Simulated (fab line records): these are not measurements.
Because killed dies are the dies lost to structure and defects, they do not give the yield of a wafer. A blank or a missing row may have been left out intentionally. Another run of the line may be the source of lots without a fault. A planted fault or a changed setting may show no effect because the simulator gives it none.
A lot that was struck, set against a sound lot    flow sky130    18 out of 708 route steps
Sound: wafers L466.2, L466.4, L466.6. Struck: wafers L457.3, L457.5 (left out: L457.1, a lot-mate that was not struck); the cause follows at the end.
Each step with rows lists, per side, the tool, then ch with its chambers, then its first start. Under that, the readings that differ: sound wafers    struck wafers    difference of the means    sigmas: that difference in standard deviations of wafers without a fault.
alike: readings with means less than 2 such deviations apart, plus words and numbers identical on both sides. not compared: withheld readings, readings lacking a value on some wafer, bounds such as >300 that could conceal the same value, and numbers that have no deviation in the record and whose values overlap.
Wherever a step has rows on one side only, a row that says differs or no value, or a row with sigmas, the two part there. Numbers that don't overlap but have no deviation are shown without sigmas and don't part them. Lack of a reading on every wafer of one side parts them only where that side has two or more wafers.

first, 3 steps without rows for these wafers: SKY_POLY_CUT_EXPOSE_05 (exposes mask NPCM, target cd 270 nm); SKY_POLY_CUT_PEB_06; SKY_POLY_CUT_DEVELOP_07 (develop time 60 s).
SKY_POLY_CUT_CD_MEAS_08: the cd target is 270 nm.
  sound on cd sem-01, day 29 08:41; struck on cd sem-01, day 26 07:43
reading     sound              struck       difference  sigmas
cd nm (nm)  271.3 271.6 270.1  267.1 266.5  -4.2        -3
SKY_POLY_CUT_OVL_MEAS_09:
  sound on overlay-02, day 29 08:47; struck on overlay-02, day 26 07:50
reading            sound     struck  difference  sigmas
POLY_CUT_OVL (nm)  19 10 10  -11 -5  -21         -4
SKY_POLY_CUT_ETCH_10: etches BARC in N2/H2, stops on SiO2, time 45.9 s, target depth 60 nm.
  sound on rie diel-02 ch 0,1, day 29 08:49; struck on rie diel-03 ch 1,2, day 26 07:52
  alike: drypump motor current A, oes product au, rf fwd power W, throttle valve pct
  not compared: rf hours counter h
SKY_POLY_CUT_ETCH_11: etches Si3N4 in CF4/CH2F2/Ar, stops on poly-Si, time 42.5 s, target depth 60 nm.
  sound on rie diel-02 ch 0,1, day 29 08:52; struck on rie diel-03 ch 1,2, day 26 07:55
  alike: drypump motor current A, oes product au, rf fwd power W, throttle valve pct
  not compared: rf hours counter h
SKY_POLY_CUT_STRIP_12: strips in O2/N2.
  sound on plasma asher-03 ch 0,1, day 29 08:55; struck on plasma asher-03 ch 1, day 26 07:57
  alike: drypump motor current A, oes product au, strip time to endpoint s
  not compared: rf hours counter h
then, 4 steps without rows for these wafers: SKY_SD_P_DEHYDRATE_00 (time 60 s); SKY_SD_P_HMDS_01 (prime time 60 s); SKY_SD_P_COAT_02 (resist thk 1140 nm); SKY_SD_P_SOFTBAKE_03 (time 60 s).
SKY_SD_P_EXPOSE_04: exposes mask PSDM, target cd 380 nm.
  sound on iline stepper-02 ch 0, day 29 22:57; struck on iline stepper-02 ch 0, day 26 22:40
reading               sound                 struck         difference  sigmas
exposure dose mJ cm2  137.86 137.87 137.70  138.17 138.14  +0.34       +2
  alike: mask
then, 2 steps without rows for these wafers: SKY_SD_P_PEB_05; SKY_SD_P_DEVELOP_06 (develop time 60 s).
SKY_SD_P_CD_MEAS_07: the cd target is 380 nm.
  sound on cd sem-01, day 30 12:40; struck on cd sem-02, day 27 13:32
reading     sound              struck       difference  sigmas
cd nm (nm)  384.3 388.1 385.2  366.8 365.1  -19.9       -7
  not compared: hold
SKY_SD_P_OVL_MEAS_08:
  sound on overlay-02, day 30 12:47; struck on overlay-01, day 27 16:10
reading  sound  struck                                             difference                    sigmas
hold     - - -  await dispo/2.5h/release await dispo/2.5h/release  no value on the sound wafers  
  alike: SD_P_OVL
-- record jumps: 20 days separate the struck wafers' starts on either side; left off in module SD_P, taken up again in module PAD_OPEN, whose first shown step is the route's number 708 --
SKY_PAD_OPEN_PROBE_99:
  sound on prober-02, day 49 11:52; struck on prober-01, day 47 08:08
  alike: killed_at_M0_to_M3, killed_at_M4_up, killed at contacts, killed at front end, killed dies, killed open, killed short

WHERE THEY PART
First at SKY_POLY_CUT_CD_MEAS_08; last, within this record, at SKY_SD_P_OVL_MEAS_08. Later steps at which nothing parts them and some readings are alike: SKY_PAD_OPEN_PROBE_99.

WHY: what had been put in by the simulator
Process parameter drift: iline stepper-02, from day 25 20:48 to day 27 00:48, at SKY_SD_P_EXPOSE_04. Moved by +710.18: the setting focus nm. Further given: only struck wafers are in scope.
